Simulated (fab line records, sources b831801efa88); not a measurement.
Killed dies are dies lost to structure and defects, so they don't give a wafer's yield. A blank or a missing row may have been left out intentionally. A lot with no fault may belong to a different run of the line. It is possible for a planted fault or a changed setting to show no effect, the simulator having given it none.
Which of the tools did it? + flow gf180mcu + 42 wafers from 14 lots sampled at 4 of the route's 602 steps

== WHAT THE GAUGES READ, wafer by wafer ==
GF_V5_OVL_MEAS_15. Usual: V5_OVL gives 0 nm (standard deviation 4.9).
| lot  | measured     | on         | V5_OVL (nm) | flag |
|------|--------------|------------|-------------|------|
| L333 | day 27 21:11 | overlay-01 | 2 -2 0      |      |
| L336 | day 28 10:11 | overlay-02 | -1 1 -7     |      |
| L335 | day 28 14:49 | overlay-02 | -4 -4 -8    |      |
| L338 | day 29 03:38 | overlay-01 | -2 -4 1     |      |
| L339 | day 29 14:34 | overlay-01 | -1 6 7      |      |
| L341 | day 29 23:10 | overlay-01 | 0 1 4       |      |
| L342 | day 30 13:14 | overlay-02 | -5 4 -4     |      |
| L343 | day 30 15:29 | overlay-01 | 2 3 4       |      |
| L344 | day 30 20:10 | overlay-01 | 5 -1 1      |      |
| L345 | day 31 01:25 | overlay-01 | 2 -2 0      |      |
| L347 | day 31 16:53 | overlay-01 | 3 4 2       |      |
| L349 | day 32 02:44 | overlay-02 | 11 9 7      |      |
| L350 | day 32 11:14 | overlay-01 | 1 -5 1      |      |
| L354 | day 33 07:12 | overlay-02 | 6 2 5       |      |

GF_V5_RS_MEAS_24: measures by four-point-probe. Usual: V5_W_RS gives 0.328 ohm/sq (standard deviation 0.0032).
| lot  | measured     | on            | V5_W_RS (ohm/sq)  | flag |
|------|--------------|---------------|-------------------|------|
| L333 | day 27 22:09 | film-metro-03 | 0.330 0.331 0.332 |      |
| L336 | day 28 11:08 | film-metro-02 | 0.328 0.320 0.328 |      |
| L335 | day 28 15:47 | film-metro-02 | 0.329 0.332 0.324 |      |
| L338 | day 29 04:35 | film-metro-02 | 0.325 0.321 0.327 |      |
| L339 | day 29 15:31 | film-metro-03 | 0.324 0.331 0.333 |      |
| L341 | day 30 00:10 | film-metro-02 | 0.331 0.329 0.329 |      |
| L342 | day 30 14:12 | film-metro-01 | 0.330 0.332 0.334 |      |
| L343 | day 30 16:26 | film-metro-02 | 0.329 0.325 0.326 |      |
| L344 | day 30 21:35 | film-metro-03 | 0.328 0.324 0.329 |      |
| L345 | day 31 02:23 | film-metro-03 | 0.325 0.323 0.329 |      |
| L347 | day 31 17:50 | film-metro-02 | 0.327 0.328 0.326 |      |
| L349 | day 32 03:40 | film-metro-02 | 0.329 0.325 0.329 |      |
| L350 | day 32 12:13 | film-metro-03 | 0.327 0.321 0.326 |      |
| L354 | day 33 08:09 | film-metro-02 | 0.324 0.327 0.327 |      |

== WHAT TOOL EACH LOT RAN ON (gives the tool, then ch and the chambers of the sampled wafers, and finally the start) ==
| lot  | GF_V5_SOFTBAKE_10                 | GF_V5_CVD_23                  |
|------|-----------------------------------|-------------------------------|
| L333 | litho-track-02 ch 0, day 27 10:00 | cvd-w-02 ch 0,1, day 27 22:02 |
| L336 | litho-track-02 ch 0, day 27 23:00 | cvd-w-01 ch 0,1, day 28 11:01 |
| L335 | litho-track-02 ch 0, day 28 04:00 | cvd-w-02 ch 0,1, day 28 15:40 |
| L338 | litho-track-02 ch 0, day 28 18:00 | cvd-w-01 ch 0,1, day 29 04:28 |
| L339 | litho-track-01 ch 0, day 29 04:00 | cvd-w-02 ch 0,1, day 29 15:25 |
| L341 | litho-track-01 ch 0, day 29 13:00 | cvd-w-01 ch 0,1, day 30 00:04 |
| L342 | litho-track-01 ch 0, day 30 03:00 | cvd-w-02 ch 0,1, day 30 14:05 |
| L343 | litho-track-03 ch 0, day 30 06:00 | cvd-w-01 ch 0,1, day 30 16:18 |
| L344 | litho-track-01 ch 0, day 30 11:00 | cvd-w-01 ch 0,1, day 30 21:29 |
| L345 | litho-track-01 ch 0, day 30 16:00 | cvd-w-01 ch 1, day 31 02:17   |
| L347 | litho-track-01 ch 0, day 31 08:00 | cvd-w-02 ch 0,1, day 31 17:42 |
| L349 | litho-track-01 ch 0, day 31 18:00 | cvd-w-02 ch 0,1, day 32 03:32 |
| L350 | litho-track-02 ch 0, day 32 03:00 | cvd-w-01 ch 0,1, day 32 12:05 |
| L354 | litho-track-02 ch 0, day 32 23:00 | cvd-w-02 ch 0,1, day 33 08:01 |
- GF_V5_SOFTBAKE_10: time 60 s.
- GF_V5_CVD_23: deposits W, target thk 350 nm, time 104.9 s.

== AS READ BY THE TOOLS THEMSELVES (means over the sampled wafers that have a number; for cases with no such wafer, the mark the record gives instead) ==
GF_V5_SOFTBAKE_10. Usual: heater-power-total-W 93.05 W, standard deviation 0.058; run-length-s 89.09 s, standard deviation 0.12.
| lot  | tool           | heater-power-total-W (W) | run-length-s (s) | flag |
|------|----------------|--------------------------|------------------|------|
| L333 | litho-track-02 | 93.08                    | 89.03            |      |
| L336 | litho-track-02 | 93.06                    | 89.02            |      |
| L335 | litho-track-02 | 93.03                    | 89.13            |      |
| L338 | litho-track-02 | 93.08                    | 89.10            |      |
| L339 | litho-track-01 | 93.05                    | 89.09            |      |
| L341 | litho-track-01 | 93.10                    | 89.00            |      |
| L342 | litho-track-01 | 93.06                    | 89.15            |      |
| L343 | litho-track-03 | 93.02                    | 89.18            |      |
| L344 | litho-track-01 | 93.06                    | 89.23            |      |
| L345 | litho-track-01 | 94.65                    | 86.25            | OFF  |
| L347 | litho-track-01 | 94.60                    | 86.32            | OFF  |
| L349 | litho-track-01 | 94.68                    | 86.17            | OFF  |
| L350 | litho-track-02 | 93.10                    | 88.99            |      |
| L354 | litho-track-02 | 93.07                    | 89.08            |      |

GF_V5_CVD_23. Usual: 930 W for heater-power-w, sd 81.
| lot  | tool     | heater-power-w (W) | flag |
|------|----------|--------------------|------|
| L333 | cvd-w-02 | 854                |      |
| L336 | cvd-w-01 | 927                |      |
| L335 | cvd-w-02 | 888                |      |
| L338 | cvd-w-01 | 945                |      |
| L339 | cvd-w-02 | 875                |      |
| L341 | cvd-w-01 | 921                |      |
| L342 | cvd-w-02 | 955                |      |
| L343 | cvd-w-01 | 915                |      |
| L344 | cvd-w-01 | 927                |      |
| L345 | cvd-w-01 | 986                |      |
| L347 | cvd-w-02 | 950                |      |
| L349 | cvd-w-02 | 880                |      |
| L350 | cvd-w-01 | 945                |      |
| L354 | cvd-w-02 | 890                |      |

== THE ANSWER, worked out from the rows above alone ==
Rule: take the mean of a lot's wafers that have a number; if it is more than 3 standard deviations from the usual mean, the lot is off. A lot without any number at a reading at which 4 lots or more have one is off too. The other lots that the step has rows for count as sound. The gauges are gone through in route order, then the tools' own readings, and for those a lot's mean is taken as printed above. The first step at which some lot is off is used, and at that step the reading that is off furthest; a lot without a number counts as furthest.
Off: L345, L347, L349 (GF_V5_SOFTBAKE_10, heater-power-total-W).
A tool fits if, at that step or a process step before it, it ran every lot that is off, and no sound lot after the first of them. One fits: GF_V5_SOFTBAKE_10 on litho-track-01. Its last sound lot is L344 (day 30 11:00), its first lot that is off L345 (day 30 16:00): a fault that began between those two fits.
The tool's own readings at GF_V5_SOFTBAKE_10 bear it out: on the lots that are off they differ by more than 5 times the standard deviation of the sound lots' means. heater-power-total-W reads 94.64 W there against 93.06 W on the sound lots; run-length-s reads 86.25 s there against 89.09 s on the sound lots.

== WHAT WAS PUT IN BY THE SIMULATOR ==
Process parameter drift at GF_V5_SOFTBAKE_10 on litho-track-01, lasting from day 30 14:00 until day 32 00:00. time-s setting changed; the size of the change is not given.
Lots struck among those shown: L345, L347, L349. Same finding as the rule above.
